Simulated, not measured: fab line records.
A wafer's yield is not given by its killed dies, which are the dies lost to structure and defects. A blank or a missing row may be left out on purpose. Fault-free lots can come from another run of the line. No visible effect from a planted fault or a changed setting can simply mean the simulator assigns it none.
Which of the tools did it? / flow sky130 / 24 lots with 72 wafers sampled at 4 steps, on a route of 708 steps

## WHAT THE GAUGES READ, wafer by wafer
SKY_METAL2_OVL_MEAS_16. Usual: METAL2_OVL 4 nm, standard deviation 5.8.
lot=L074; measured=day 35 02:59; on=overlay-02; METAL2_OVL (nm)=4 0 5; flag=
lot=L075; measured=day 35 09:51; on=overlay-01; METAL2_OVL (nm)=2 9 5; flag=
lot=L076; measured=day 35 13:28; on=overlay-01; METAL2_OVL (nm)=-6 2 -3; flag=
lot=L077; measured=day 35 23:17; on=overlay-01; METAL2_OVL (nm)=10 6 8; flag=
lot=L078; measured=day 36 13:34; on=overlay-01; METAL2_OVL (nm)=1 9 0; flag=
lot=L079; measured=day 36 16:11; on=overlay-01; METAL2_OVL (nm)=13 14 3; flag=
lot=L080; measured=day 37 07:33; on=overlay-02; METAL2_OVL (nm)=-4 1 -2; flag=
lot=L081; measured=day 37 09:38; on=overlay-01; METAL2_OVL (nm)=1 14 4; flag=
lot=L082; measured=day 37 14:40; on=overlay-02; METAL2_OVL (nm)=-1 5 3; flag=
lot=L083; measured=day 38 05:46; on=overlay-02; METAL2_OVL (nm)=2 1 5; flag=
lot=L084; measured=day 38 14:17; on=overlay-02; METAL2_OVL (nm)=12 10 21; flag=
lot=L085; measured=day 38 16:37; on=overlay-01; METAL2_OVL (nm)=7 6 14; flag=
lot=L086; measured=day 39 02:01; on=overlay-01; METAL2_OVL (nm)=-7 1 3; flag=
lot=L087; measured=day 39 08:53; on=overlay-01; METAL2_OVL (nm)=3 -7 0; flag=
lot=L088; measured=day 39 12:51; on=overlay-02; METAL2_OVL (nm)=18 6 10; flag=
lot=L089; measured=day 39 23:49; on=overlay-02; METAL2_OVL (nm)=-7 2 -5; flag=
lot=L090; measured=day 40 07:14; on=overlay-02; METAL2_OVL (nm)=6 2 8; flag=
lot=L092; measured=day 40 17:56; on=overlay-02; METAL2_OVL (nm)=6 11 6; flag=
lot=L091; measured=day 40 21:47; on=overlay-01; METAL2_OVL (nm)=-2 5 -2; flag=
lot=L093; measured=day 41 01:58; on=overlay-02; METAL2_OVL (nm)=-2 6 4; flag=
lot=L094; measured=day 41 05:49; on=overlay-02; METAL2_OVL (nm)=-4 -3 6; flag=
lot=L095; measured=day 41 13:28; on=overlay-01; METAL2_OVL (nm)=-6 5 10; flag=
lot=L096; measured=day 41 18:41; on=overlay-02; METAL2_OVL (nm)=9 13 11; flag=
lot=L097; measured=day 42 01:40; on=overlay-01; METAL2_OVL (nm)=11 10 7; flag=

SKY_VIA4_THK_MEAS_20: measures by xrf. Usual: VIA4_W_THK 510 nm, standard deviation 8.2.
lot=L074; measured=day 42 20:06; on=film-metro-04; VIA4_W_THK (nm)=514 516 520; flag=
lot=L075; measured=day 43 00:04; on=film-metro-03; VIA4_W_THK (nm)=495 507 498; flag=
lot=L076; measured=day 43 05:23; on=film-metro-01; VIA4_W_THK (nm)=509 514 511; flag=
lot=L077; measured=day 43 14:49; on=film-metro-03; VIA4_W_THK (nm)=499 509 499; flag=
lot=L078; measured=day 44 01:46; on=film-metro-04; VIA4_W_THK (nm)=521 532 523; flag=
lot=L079; measured=day 44 05:26; on=film-metro-03; VIA4_W_THK (nm)=509 503 505; flag=
lot=L080; measured=day 44 17:35; on=film-metro-01; VIA4_W_THK (nm)=514 517 513; flag=
lot=L081; measured=day 44 19:23; on=film-metro-01; VIA4_W_THK (nm)=512 511 509; flag=
lot=L082; measured=day 45 00:02; on=film-metro-01; VIA4_W_THK (nm)=492 494 497; flag=
lot=L083; measured=day 45 11:56; on=film-metro-01; VIA4_W_THK (nm)=507 501 508; flag=
lot=L084; measured=day 45 18:40; on=film-metro-04; VIA4_W_THK (nm)=515 516 514; flag=
lot=L085; measured=day 45 21:34; on=film-metro-01; VIA4_W_THK (nm)=506 500 497; flag=
lot=L086; measured=day 46 04:23; on=film-metro-01; VIA4_W_THK (nm)=519 506 500; flag=
lot=L087; measured=day 46 11:08; on=film-metro-04; VIA4_W_THK (nm)=515 508 505; flag=
lot=L088; measured=day 46 15:46; on=film-metro-03; VIA4_W_THK (nm)=507 501 498; flag=
lot=L089; measured=day 47 00:29; on=film-metro-04; VIA4_W_THK (nm)=523 518 517; flag=
lot=L090; measured=day 47 04:52; on=film-metro-03; VIA4_W_THK (nm)=505 498 502; flag=
lot=L092; measured=day 47 13:28; on=film-metro-03; VIA4_W_THK (nm)=511 508 514; flag=
lot=L091; measured=day 47 17:19; on=film-metro-03; VIA4_W_THK (nm)=509 517 520; flag=
lot=L093; measured=day 47 21:58; on=film-metro-03; VIA4_W_THK (nm)=510 507 514; flag=
lot=L094; measured=day 47 23:21; on=film-metro-01; VIA4_W_THK (nm)=514 509 517; flag=
lot=L095; measured=day 48 07:22; on=film-metro-01; VIA4_W_THK (nm)=514 516 521; flag=
lot=L096; measured=day 48 11:10; on=film-metro-04; VIA4_W_THK (nm)=517 519 522; flag=
lot=L097; measured=day 48 14:53; on=film-metro-03; VIA4_W_THK (nm)=510 505 512; flag=

## TOOL THAT RAN EACH LOT (tool first, then ch and the chambers of the sampled wafers, then the start)
lot=L074; SKY_VIA3_STRIP_16=plasma-asher-01 ch 0,1, day 39 14:47; SKY_METAL4_SPUTTER_00=pvd-sputter-04, day 39 16:24
lot=L075; SKY_VIA3_STRIP_16=plasma-asher-03 ch 0,1, day 39 19:39; SKY_METAL4_SPUTTER_00=pvd-sputter-03, day 39 20:55
lot=L076; SKY_VIA3_STRIP_16=plasma-asher-01 ch 0,1, day 40 00:36; SKY_METAL4_SPUTTER_00=pvd-sputter-03, day 40 02:17
lot=L077; SKY_VIA3_STRIP_16=plasma-asher-04 ch 0,1, day 40 10:03; SKY_METAL4_SPUTTER_00=pvd-sputter-03, day 40 11:18
lot=L078; SKY_VIA3_STRIP_16=plasma-asher-03 ch 0,1, day 40 22:30; SKY_METAL4_SPUTTER_00=pvd-sputter-03, day 40 23:52
lot=L079; SKY_VIA3_STRIP_16=plasma-asher-03 ch 0,1, day 41 02:11; SKY_METAL4_SPUTTER_00=pvd-sputter-03, day 41 03:47
lot=L080; SKY_VIA3_STRIP_16=plasma-asher-03 ch 0,1, day 41 16:03; SKY_METAL4_SPUTTER_00=pvd-sputter-02, day 41 17:20
lot=L081; SKY_VIA3_STRIP_16=plasma-asher-04 ch 0,1, day 41 17:35; SKY_METAL4_SPUTTER_00=pvd-sputter-02, day 41 18:52
lot=L082; SKY_VIA3_STRIP_16=plasma-asher-04 ch 0,1, day 41 23:22; SKY_METAL4_SPUTTER_00=pvd-sputter-04, day 42 00:49
lot=L083; SKY_VIA3_STRIP_16=plasma-asher-03 ch 0,1, day 42 12:30; SKY_METAL4_SPUTTER_00=pvd-sputter-04, day 42 13:45
lot=L084; SKY_VIA3_STRIP_16=plasma-asher-03 ch 0,1, day 42 18:47; SKY_METAL4_SPUTTER_00=pvd-sputter-02, day 42 20:02
lot=L085; SKY_VIA3_STRIP_16=plasma-asher-03 ch 0,1, day 42 21:36; SKY_METAL4_SPUTTER_00=pvd-sputter-02, day 42 22:52
lot=L086; SKY_VIA3_STRIP_16=plasma-asher-01 ch 0,1, day 43 07:39; SKY_METAL4_SPUTTER_00=pvd-sputter-04, day 43 08:54
lot=L087; SKY_VIA3_STRIP_16=plasma-asher-04 ch 0,1, day 43 13:35; SKY_METAL4_SPUTTER_00=pvd-sputter-04, day 43 14:48
lot=L088; SKY_VIA3_STRIP_16=plasma-asher-01 ch 0,1, day 43 18:24; SKY_METAL4_SPUTTER_00=pvd-sputter-02, day 43 19:39
lot=L089; SKY_VIA3_STRIP_16=plasma-asher-03 ch 0,1, day 44 04:14; SKY_METAL4_SPUTTER_00=pvd-sputter-04, day 44 05:28
lot=L090; SKY_VIA3_STRIP_16=plasma-asher-04 ch 0,1, day 44 10:03; SKY_METAL4_SPUTTER_00=pvd-sputter-03, day 44 11:20
lot=L092; SKY_VIA3_STRIP_16=plasma-asher-03 ch 0,1, day 44 20:10; SKY_METAL4_SPUTTER_00=pvd-sputter-03, day 44 21:23
lot=L091; SKY_VIA3_STRIP_16=plasma-asher-04 ch 0,1, day 44 22:38; SKY_METAL4_SPUTTER_00=pvd-sputter-03, day 44 23:54
lot=L093; SKY_VIA3_STRIP_16=plasma-asher-03 ch 0,1, day 45 02:50; SKY_METAL4_SPUTTER_00=pvd-sputter-02, day 45 04:05
lot=L094; SKY_VIA3_STRIP_16=plasma-asher-01 ch 0, day 45 07:02; SKY_METAL4_SPUTTER_00=pvd-sputter-03, day 45 08:17
lot=L095; SKY_VIA3_STRIP_16=plasma-asher-01 ch 0,1, day 45 14:51; SKY_METAL4_SPUTTER_00=pvd-sputter-02, day 45 16:08
lot=L096; SKY_VIA3_STRIP_16=plasma-asher-04 ch 0,1, day 45 18:26; SKY_METAL4_SPUTTER_00=pvd-sputter-02, day 45 20:05
lot=L097; SKY_VIA3_STRIP_16=plasma-asher-01 ch 0,1, day 46 00:02; SKY_METAL4_SPUTTER_00=pvd-sputter-02, day 46 01:17
- SKY_VIA3_STRIP_16: strips in O2/N2.
- SKY_METAL4_SPUTTER_00: material Ti, target thk 15 nm, time 10 s.

## AS READ BY THE TOOLS THEMSELVES (means over the sampled wafers that have a number; for cases with no such wafer, the mark the record gives instead)
SKY_VIA3_STRIP_16. Usual: chamber-pressure-mTorr 1500.1 mTorr, standard deviation 1.3; drypump-motor-current-A 5.8 A, standard deviation 0.47; oes-product-au 0.402 a.u., standard deviation 0.0047; strip-time-to-endpoint-s 4.133 s, standard deviation 0.022.
lot=L074; tool=plasma-asher-01; chamber-pressure-mTorr (mTorr)=1500.6; drypump-motor-current-A (A)=5.8; oes-product-au (a.u.)=0.401; strip-time-to-endpoint-s (s)=4.129; flag=
lot=L075; tool=plasma-asher-03; chamber-pressure-mTorr (mTorr)=1499.3; drypump-motor-current-A (A)=6.3; oes-product-au (a.u.)=0.407; strip-time-to-endpoint-s (s)=4.147; flag=
lot=L076; tool=plasma-asher-01; chamber-pressure-mTorr (mTorr)=1501.1; drypump-motor-current-A (A)=5.8; oes-product-au (a.u.)=0.402; strip-time-to-endpoint-s (s)=4.137; flag=
lot=L077; tool=plasma-asher-04; chamber-pressure-mTorr (mTorr)=1500.2; drypump-motor-current-A (A)=5.2; oes-product-au (a.u.)=0.401; strip-time-to-endpoint-s (s)=4.135; flag=
lot=L078; tool=plasma-asher-03; chamber-pressure-mTorr (mTorr)=1500.5; drypump-motor-current-A (A)=6.3; oes-product-au (a.u.)=0.401; strip-time-to-endpoint-s (s)=4.146; flag=
lot=L079; tool=plasma-asher-03; chamber-pressure-mTorr (mTorr)=1500.5; drypump-motor-current-A (A)=6.2; oes-product-au (a.u.)=0.403; strip-time-to-endpoint-s (s)=4.114; flag=
lot=L080; tool=plasma-asher-03; chamber-pressure-mTorr (mTorr)=1500.4; drypump-motor-current-A (A)=6.2; oes-product-au (a.u.)=0.403; strip-time-to-endpoint-s (s)=4.124; flag=
lot=L081; tool=plasma-asher-04; chamber-pressure-mTorr (mTorr)=1499.0; drypump-motor-current-A (A)=5.3; oes-product-au (a.u.)=0.402; strip-time-to-endpoint-s (s)=4.115; flag=
lot=L082; tool=plasma-asher-04; chamber-pressure-mTorr (mTorr)=1499.8; drypump-motor-current-A (A)=5.1; oes-product-au (a.u.)=0.398; strip-time-to-endpoint-s (s)=4.123; flag=
lot=L083; tool=plasma-asher-03; chamber-pressure-mTorr (mTorr)=1500.8; drypump-motor-current-A (A)=6.2; oes-product-au (a.u.)=0.401; strip-time-to-endpoint-s (s)=4.129; flag=
lot=L084; tool=plasma-asher-03; chamber-pressure-mTorr (mTorr)=1499.4; drypump-motor-current-A (A)=6.2; oes-product-au (a.u.)=0.408; strip-time-to-endpoint-s (s)=4.169; flag=
lot=L085; tool=plasma-asher-03; chamber-pressure-mTorr (mTorr)=1500.2; drypump-motor-current-A (A)=6.3; oes-product-au (a.u.)=0.398; strip-time-to-endpoint-s (s)=4.126; flag=
lot=L086; tool=plasma-asher-01; chamber-pressure-mTorr (mTorr)=1500.2; drypump-motor-current-A (A)=5.8; oes-product-au (a.u.)=0.402; strip-time-to-endpoint-s (s)=4.120; flag=
lot=L087; tool=plasma-asher-04; chamber-pressure-mTorr (mTorr)=1500.8; drypump-motor-current-A (A)=5.3; oes-product-au (a.u.)=0.404; strip-time-to-endpoint-s (s)=4.140; flag=
lot=L088; tool=plasma-asher-01; chamber-pressure-mTorr (mTorr)=1501.8; drypump-motor-current-A (A)=5.9; oes-product-au (a.u.)=0.402; strip-time-to-endpoint-s (s)=4.136; flag=
lot=L089; tool=plasma-asher-03; chamber-pressure-mTorr (mTorr)=1500.1; drypump-motor-current-A (A)=6.2; oes-product-au (a.u.)=0.401; strip-time-to-endpoint-s (s)=4.124; flag=
lot=L090; tool=plasma-asher-04; chamber-pressure-mTorr (mTorr)=1499.7; drypump-motor-current-A (A)=5.3; oes-product-au (a.u.)=0.405; strip-time-to-endpoint-s (s)=4.135; flag=
lot=L092; tool=plasma-asher-03; chamber-pressure-mTorr (mTorr)=1499.7; drypump-motor-current-A (A)=6.2; oes-product-au (a.u.)=0.401; strip-time-to-endpoint-s (s)=4.090; flag=
lot=L091; tool=plasma-asher-04; chamber-pressure-mTorr (mTorr)=1500.6; drypump-motor-current-A (A)=5.1; oes-product-au (a.u.)=0.400; strip-time-to-endpoint-s (s)=4.110; flag=
lot=L093; tool=plasma-asher-03; chamber-pressure-mTorr (mTorr)=1501.8; drypump-motor-current-A (A)=6.3; oes-product-au (a.u.)=0.406; strip-time-to-endpoint-s (s)=4.152; flag=
lot=L094; tool=plasma-asher-01; chamber-pressure-mTorr (mTorr)=1501.1; drypump-motor-current-A (A)=5.7; oes-product-au (a.u.)=0.403; strip-time-to-endpoint-s (s)=4.130; flag=
lot=L095; tool=plasma-asher-01; chamber-pressure-mTorr (mTorr)=1499.9; drypump-motor-current-A (A)=5.8; oes-product-au (a.u.)=0.404; strip-time-to-endpoint-s (s)=4.135; flag=
lot=L096; tool=plasma-asher-04; chamber-pressure-mTorr (mTorr)=1500.5; drypump-motor-current-A (A)=5.3; oes-product-au (a.u.)=0.395; strip-time-to-endpoint-s (s)=4.136; flag=
lot=L097; tool=plasma-asher-01; chamber-pressure-mTorr (mTorr)=1501.0; drypump-motor-current-A (A)=5.9; oes-product-au (a.u.)=0.401; strip-time-to-endpoint-s (s)=4.111; flag=

SKY_METAL4_SPUTTER_00. Usual: cathode-dc-power-W 3000.1 W, standard deviation 0.59; chamber-pressure-pa 0.4000 Pa, standard deviation 0.00089; throttle-valve-pct 30.0 %, standard deviation 0.66.
lot=L074; tool=pvd-sputter-04; cathode-dc-power-W (W)=3000.3; chamber-pressure-pa (Pa)=0.4002; throttle-valve-pct (%)=30.0; flag=
lot=L075; tool=pvd-sputter-03; cathode-dc-power-W (W)=3000.4; chamber-pressure-pa (Pa)=0.4007; throttle-valve-pct (%)=30.7; flag=
lot=L076; tool=pvd-sputter-03; cathode-dc-power-W (W)=3000.2; chamber-pressure-pa (Pa)=0.3995; throttle-valve-pct (%)=29.9; flag=
lot=L077; tool=pvd-sputter-03; cathode-dc-power-W (W)=3000.1; chamber-pressure-pa (Pa)=0.3998; throttle-valve-pct (%)=29.9; flag=
lot=L078; tool=pvd-sputter-03; cathode-dc-power-W (W)=3000.3; chamber-pressure-pa (Pa)=0.4000; throttle-valve-pct (%)=30.1; flag=
lot=L079; tool=pvd-sputter-03; cathode-dc-power-W (W)=2999.9; chamber-pressure-pa (Pa)=0.4003; throttle-valve-pct (%)=31.0; flag=
lot=L080; tool=pvd-sputter-02; cathode-dc-power-W (W)=2999.9; chamber-pressure-pa (Pa)=0.3999; throttle-valve-pct (%)=29.9; flag=
lot=L081; tool=pvd-sputter-02; cathode-dc-power-W (W)=3000.3; chamber-pressure-pa (Pa)=0.4000; throttle-valve-pct (%)=29.6; flag=
lot=L082; tool=pvd-sputter-04; cathode-dc-power-W (W)=3000.1; chamber-pressure-pa (Pa)=0.3995; throttle-valve-pct (%)=30.4; flag=
lot=L083; tool=pvd-sputter-04; cathode-dc-power-W (W)=2999.6; chamber-pressure-pa (Pa)=0.4012; throttle-valve-pct (%)=30.1; flag=
lot=L084; tool=pvd-sputter-02; cathode-dc-power-W (W)=3000.4; chamber-pressure-pa (Pa)=0.3995; throttle-valve-pct (%)=29.8; flag=
lot=L085; tool=pvd-sputter-02; cathode-dc-power-W (W)=3000.2; chamber-pressure-pa (Pa)=0.4005; throttle-valve-pct (%)=29.9; flag=
lot=L086; tool=pvd-sputter-04; cathode-dc-power-W (W)=2999.3; chamber-pressure-pa (Pa)=0.4001; throttle-valve-pct (%)=30.4; flag=
lot=L087; tool=pvd-sputter-04; cathode-dc-power-W (W)=3000.3; chamber-pressure-pa (Pa)=0.4009; throttle-valve-pct (%)=30.2; flag=
lot=L088; tool=pvd-sputter-02; cathode-dc-power-W (W)=3000.4; chamber-pressure-pa (Pa)=0.3995; throttle-valve-pct (%)=29.3; flag=
lot=L089; tool=pvd-sputter-04; cathode-dc-power-W (W)=3000.0; chamber-pressure-pa (Pa)=0.4009; throttle-valve-pct (%)=30.4; flag=
lot=L090; tool=pvd-sputter-03; cathode-dc-power-W (W)=2999.9; chamber-pressure-pa (Pa)=0.4001; throttle-valve-pct (%)=30.5; flag=
lot=L092; tool=pvd-sputter-03; cathode-dc-power-W (W)=3000.2; chamber-pressure-pa (Pa)=0.4003; throttle-valve-pct (%)=30.1; flag=
lot=L091; tool=pvd-sputter-03; cathode-dc-power-W (W)=2999.8; chamber-pressure-pa (Pa)=0.3996; throttle-valve-pct (%)=29.9; flag=
lot=L093; tool=pvd-sputter-02; cathode-dc-power-W (W)=3000.5; chamber-pressure-pa (Pa)=0.3995; throttle-valve-pct (%)=29.8; flag=
lot=L094; tool=pvd-sputter-03; cathode-dc-power-W (W)=3000.4; chamber-pressure-pa (Pa)=0.4003; throttle-valve-pct (%)=30.3; flag=
lot=L095; tool=pvd-sputter-02; cathode-dc-power-W (W)=2999.8; chamber-pressure-pa (Pa)=0.4009; throttle-valve-pct (%)=29.4; flag=
lot=L096; tool=pvd-sputter-02; cathode-dc-power-W (W)=2999.8; chamber-pressure-pa (Pa)=0.3999; throttle-valve-pct (%)=29.3; flag=
lot=L097; tool=pvd-sputter-02; cathode-dc-power-W (W)=2999.9; chamber-pressure-pa (Pa)=0.3989; throttle-valve-pct (%)=30.1; flag=

## THE ANSWER, worked out from the rows above alone
Rule: a lot counts as off when the mean over its wafers that have a number is more than 3 standard deviations away from the usual mean. A lot without any number at a reading at which 4 lots or more have one is off too. Any other lot the step has rows for is counted as sound. Order of review: gauges by route order, followed by the tools' own readings, for which a lot's mean as printed above is used. At the first step where some lot is off, the reading lying furthest off is the one used; lots without a number count as furthest.
No lot is off at any reading shown: from this, nothing can be told.

## WHAT THE SIMULATOR HAD PUT IN
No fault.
